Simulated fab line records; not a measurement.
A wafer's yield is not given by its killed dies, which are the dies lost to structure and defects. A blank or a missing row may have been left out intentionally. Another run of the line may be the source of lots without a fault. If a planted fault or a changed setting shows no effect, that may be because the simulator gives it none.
A struck lot beside a sound one | flow sky130 | 35 out of 708 route steps
Sound: wafers L369.2, L369.4, L369.5. Wafers L373.2, L373.3, L373.4 were the ones struck. Last of all comes the cause.
At each step with rows: each side's tool, then ch and its chambers, then its first start. Under that, the readings that differ: sound wafers | struck wafers | difference of the means | sigmas: that difference in standard deviations of wafers without a fault.
alike: readings with means less than 2 such deviations apart, plus words and numbers identical on both sides. not compared: withheld readings, readings lacking a value on some wafer, bounds such as >300 that could conceal the same value, and numbers that have no deviation in the record and whose values overlap.
Wherever a step has rows on one side only, a row that says differs or no value, or a row with sigmas, the two part there. Non-overlapping numbers with no deviation appear without sigmas and do not part them. A reading missing from all wafers of one side parts the sides only when that side holds two or more wafers.

first, 10 steps without rows for these wafers: SKY_POLY_CUT_ETCH_10 (etches BARC in N2/H2, stops on SiO2, time 45.9 s, target depth 60 nm); SKY_POLY_CUT_ETCH_11 (etches Si3N4 in CF4/CH2F2/Ar, stops on poly-Si, time 42.5 s, target depth 60 nm); SKY_POLY_CUT_STRIP_12 (strips in O2/N2); SKY_SD_P_DEHYDRATE_00 (time 60 s); SKY_SD_P_HMDS_01 (prime time 60 s); SKY_SD_P_COAT_02 (resist thk 1140 nm); SKY_SD_P_SOFTBAKE_03 (time 60 s); SKY_SD_P_EXPOSE_04 (exposes mask PSDM, target cd 380 nm); SKY_SD_P_PEB_05; SKY_SD_P_DEVELOP_06 (develop time 60 s).
SKY_SD_P_IMPLANT_09:
  sound on implanter-03 ch 0, day 31 16:39; struck on implanter-04 ch 0, day 32 17:33
reading     | sound                     | struck                        | difference | sigmas
doseIonsCm2 | 3e+15 3.002e+15 2.993e+15 | 2.409e+15 2.408e+15 2.409e+15 | -5.897e+14 | -99 or more
SKY_SD_P_STRIP_10: strips in O2/N2.
  sound on plasmaAsher-01 ch 0,1, day 31 16:47; struck on plasmaAsher-04 ch 0,1, day 32 17:41
reading                  | sound             | struck            | difference | sigmas
oesProductAu (a.u.)      | 0.615 0.620 0.619 | 0.631 0.624 0.626 | +0.009     | +2
stripTimeToEndpointS (s) | 17.59 17.59 17.59 | 17.08 17.09 17.09 | -0.50      | -10
  alike: drypumpMotorCurrentA
  not compared: rfHoursCounterH
SKY_SD_P_TW_MEAS_11:
  sound on filmMetro-03 at day 31 16:53; struck on filmMetro-01 at day 32 18:01
reading | sound          | struck         | difference | sigmas
SD_P_TW | 2783 2793 2774 | 2664 2653 2653 | -127       | -9
  not compared: hold
then, 20 steps without rows for these wafers: SKY_RES_XHIGH_HMDS_01 (prime time 60 s); SKY_RES_XHIGH_COAT_02 (resist thk 1140 nm); SKY_RES_XHIGH_SOFTBAKE_03 (time 60 s); SKY_RES_XHIGH_EXPOSE_04 (exposes mask URPM, target cd 1270 nm); SKY_RES_XHIGH_PEB_05; SKY_RES_XHIGH_DEVELOP_06 (develop time 60 s); SKY_RES_XHIGH_IMPLANT_07; SKY_RES_XHIGH_STRIP_08 (strips in O2/N2); SKY_SD_N_DEHYDRATE_00 (time 60 s); SKY_SD_N_HMDS_01 (prime time 60 s); SKY_SD_N_COAT_02 (resist thk 1140 nm); SKY_SD_N_SOFTBAKE_03 (time 60 s); SKY_SD_N_EXPOSE_04 (exposes mask NSDM, target cd 380 nm); SKY_SD_N_PEB_05; SKY_SD_N_DEVELOP_06 (develop time 60 s); SKY_SD_N_IMPLANT_09; SKY_SD_N_IMPLANT_10; SKY_SD_N_STRIP_11 (strips in O2/N2); SKY_SD_N_CLEAN_13 (cleans in SC1/SC2, time 150 s); SKY_SD_N_RTA_14 (time 2 s).
-- the record jumps here: 2 days lie between the struck wafers' starts before and after --
SKY_SD_N_RS_MEAS_17: the measuring method here is four-point-probe.
  sound on filmMetro-03 at day 33 23:25; struck on filmMetro-04 at day 35 01:05
reading          | sound             | struck            | difference | sigmas
SD_P_RS (ohm/sq) | 146.4 146.5 146.9 | 151.2 150.5 150.4 | +4.1       | +12
  not compared: hold
-- record jumps: 16 days separate the struck wafers' starts on either side; left off in module SD_N, taken up again in module PAD_OPEN, whose first shown step is the route's number 708 --
SKY_PAD_OPEN_PROBE_99:
  sound on prober-01 at day 50 02:20; struck on prober-01 at day 50 17:03
reading                         | sound             | struck            | difference | sigmas
model.etest.resHighPo.lineOhmUm | 719 735.8 722.6   | 847.8 874.6 887.6 | +144.2     | 
model.etest.liconHighPo.rcOhm   | 352.3 355.2 338.6 | 470.1 483.3 480.9 | +129.4     | 
model.etest.resPdiff.lineOhmUm  | 1363 1383 1401    | 1501 1461 1493    | +103       | 
model.etest.resHighPo.rsOhmSq   | 252.1 257.7 256.1 | 300.4 312.7 307   | +51.4      | 
model.etest.resPdiffHv.rsOhmSq  | 190.4 191.5 191.4 | 205.9 205.3 204.3 | +14.1      | 
model.etest.resPdiff.rsOhmSq    | 195.9 198.5 198.5 | 211.2 210.4 208.8 | +12.5      | 
  alike: killed_at_M0_to_M3, killed_at_M4_up, killedAtContacts, killedAtFrontEnd, killedAtOther, killedDies, killedOpen, killedShort
  not compared: model.etest.liconPdiff.rcOhm

## WHERE THEY PART
At SKY_SD_P_IMPLANT_09 first; at SKY_SD_N_RS_MEAS_17 last (within this record only). Later steps at which nothing parts them and some readings are alike: SKY_PAD_OPEN_PROBE_99.

WHY: what had been put in by the simulator
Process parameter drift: implanter-04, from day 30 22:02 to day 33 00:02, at SKY_SD_P_IMPLANT_09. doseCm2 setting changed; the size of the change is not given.
